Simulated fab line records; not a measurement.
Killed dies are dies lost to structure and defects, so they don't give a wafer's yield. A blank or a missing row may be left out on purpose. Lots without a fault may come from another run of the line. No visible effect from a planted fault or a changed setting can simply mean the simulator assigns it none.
Which tool was responsible? ; flow sky130 ; 12 lots with 36 wafers sampled at 2 steps, on a route of 708 steps

WHAT THE GAUGES SHOWED, per wafer
SKY_VT_ADJUST_PCH_OVL_MEAS_07. Usual: for VT_ADJUST_PCH_OVL the level is -1.9 nm and the standard deviation is 1.3.
lot;measured;on;VT_ADJUST_PCH_OVL (nm);flag
L859;day 10 06:44;overlay-02;-3.1 0.1 -1.2;
L860;day 10 17:14;overlay-02;0.0 1.3 -1.6;
L863;day 11 13:22;overlay-02;-2.8 -3.8 -1.3;
L864;day 12 03:31;overlay-01;-1.1 -2.6 -2.0;
L865;day 12 05:34;overlay-02;-3.3 -2.5 -1.7;
L871;day 14 09:37;overlay-02;-1.9 -1.7 -1.8;
L873;day 15 05:07;overlay-02;-1.0 -0.8 -1.0;
L874;day 15 09:35;overlay-02;-4.8 -5.3 -3.8;
L876;day 15 18:43;overlay-01;-1.9 -1.7 0.2;
L877;day 16 05:41;overlay-01;-2.6 -0.7 -0.7;
L881;day 18 08:25;overlay-01;-2.8 -2.4 -1.8;
L882;day 18 08:46;overlay-02;-3.3 -1.1 -1.5;

SKY_SONOS_ONO_CD_MEAS_13 targets a cd of 410 nm. Usual: cd_nm reads 409.3 nm (standard deviation 2.3).
lot;measured;on;cd_nm (nm);flag
L859;day 12 12:16;cd_sem-01;405.9 405.7 409.0;
L860;day 13 00:23;cd_sem-02;410.1 412.7 412.6;
L863;day 13 20:32;cd_sem-01;406.7 405.9 409.9;
L864;day 14 14:17;cd_sem-02;407.6 409.2 406.1;
L865;day 14 19:22;cd_sem-01;411.3 412.2 410.5;
L871;day 16 22:13;cd_sem-02;409.1 408.2 405.7;
L873;day 17 20:16;cd_sem-02;414.1 412.8 413.6;
L874;day 18 02:59;cd_sem-01;409.9 408.3 406.3;
L876;day 18 11:10;cd_sem-02;411.7 410.5 408.4;
L877;day 19 02:43;cd_sem-01;408.5 408.2 409.8;
L881;day 21 03:11;cd_sem-02;410.4 409.2 409.3;
L882;day 21 03:45;cd_sem-01;405.8 407.6 407.6;

TOOL THAT RAN EACH LOT (tool first, then ch and the chambers of the sampled wafers, then the start)
The record holds no process step before these readings.

WHAT THE TOOLS THEMSELVES READ (means of the sampled wafers that have a number; where no wafer has one, the mark that the record gives instead)
The record holds no such reading with a usual standard deviation.

THE ANSWER, worked out from the rows above alone
Rule: take the mean of a lot's wafers that have a number; if it is more than 3 standard deviations from the usual mean, the lot is off. Also off: a lot with no number at a reading for which 4 or more lots have one. Any other lot the step has rows for is counted as sound. The gauges are gone through in route order, then the tools' own readings, and for those a lot's mean is taken as printed above. The first step at which some lot is off is used, and at that step the reading that is off furthest; a lot without a number counts as furthest.
No lot is off at any reading shown: from this, nothing can be told.

WHAT WAS PUT IN BY THE SIMULATOR
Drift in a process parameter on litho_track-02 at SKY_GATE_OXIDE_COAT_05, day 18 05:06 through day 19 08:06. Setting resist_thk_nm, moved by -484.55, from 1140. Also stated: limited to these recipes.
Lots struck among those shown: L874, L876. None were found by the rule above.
